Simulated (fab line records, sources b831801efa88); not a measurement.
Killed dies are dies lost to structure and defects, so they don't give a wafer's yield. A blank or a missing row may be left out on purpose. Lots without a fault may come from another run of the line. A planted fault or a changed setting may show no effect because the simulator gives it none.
A struck lot beside a sound one | flow sky130 | 15 steps out of a route of 708
Sound: wafers L825.3, L825.4, L825.6. Struck: wafers L819.1, L819.2, L819.4. The cause comes at the end.
At each step with rows: each side's tool, then ch and its chambers, then its first start. Under that, the readings that differ: sound wafers | struck wafers | difference of the means | sigmas: that difference in standard deviations of wafers without a fault.
alike: readings whose means differ by less than 2 such deviations, and words and numbers that are the same on both sides. not compared: withheld readings, readings that some wafer has no value for, bounds like >300 that may hide the same value, and numbers for which the record gives no deviation and whose values overlap.
The two part at a step that has a row with sigmas, a row that says differs or no value, or rows on one side only. Numbers that don't overlap but have no deviation are shown without sigmas and don't part them. A reading that every wafer of one side lacks parts them only if that side has two wafers or more.

SKY_SONOS_ONO_THK_MEAS_03:
  sound on film_metro-02, day 17 16:59; struck on film_metro-03, day 15 03:52
  alike: SONOS_ONO_CVD_02_THK
then, 1 step without rows for these wafers: SKY_SONOS_ONO_CVD_04 (deposits SiO2 from SiH4/N2O, target thk 5.7199 nm).
SKY_SONOS_ONO_THK_MEAS_05:
  sound on film_metro-03, day 17 18:17; struck on film_metro-02, day 15 05:10
  alike: SONOS_ONO_CVD_04_THK
then, 7 steps without rows for these wafers: SKY_SONOS_ONO_DEHYDRATE_06 (time 60 s); SKY_SONOS_ONO_HMDS_07 (prime time 60 s); SKY_SONOS_ONO_COAT_08 (resist thk 1140 nm); SKY_SONOS_ONO_SOFTBAKE_09 (time 60 s); SKY_SONOS_ONO_EXPOSE_10 (exposes mask ONOM, target cd 410 nm); SKY_SONOS_ONO_PEB_11; SKY_SONOS_ONO_DEVELOP_12 (develop time 60 s).
SKY_SONOS_ONO_CD_MEAS_13: target cd 410 nm.
  sound on cd_sem-02, day 19 00:11; struck on cd_sem-02, day 16 07:55
  alike: cd_nm
SKY_SONOS_ONO_OVL_MEAS_14:
  sound on overlay-02, day 19 00:17; struck on overlay-02, day 16 08:02
  alike: SONOS_ONO_OVL
SKY_SONOS_ONO_ETCH_15: etches the open film in CHF3/O2, target depth 19.52 nm, time 7.8 s.
  sound on rie_diel-03 ch 0,3, day 19 00:19; struck on rie_diel-02 ch 0,2,3, day 16 08:05
  reading                               | sound             | struck           | difference | sigmas
  model.SONOS_ONO.feature_depth_nm (nm) | 19.92 19.93 19.62 | 18.8 18.55 18.93 | -1.1       |
  model.etch.depth_nm (nm)              | 19.92 19.93 19.62 | 18.8 18.55 18.93 | -1.1       |
  alike: chf3_flow_sccm, drypump_motor_current_A, oes_product_au, throttle_valve_pct
  not compared: rf_hours_counter_h
then, 1 step without rows for these wafers: SKY_SONOS_ONO_WET_ETCH_16 (etches SiO2 in dHF, target depth 14 nm, time 280 s).
SKY_PAD_OPEN_PROBE_99:
  the record has rows for the sound wafers here (prober-01, day 50 05:40) and none for the struck ones

WHERE THEY PART
Only at SKY_PAD_OPEN_PROBE_99, within this record.

WHY: what the simulator had put in
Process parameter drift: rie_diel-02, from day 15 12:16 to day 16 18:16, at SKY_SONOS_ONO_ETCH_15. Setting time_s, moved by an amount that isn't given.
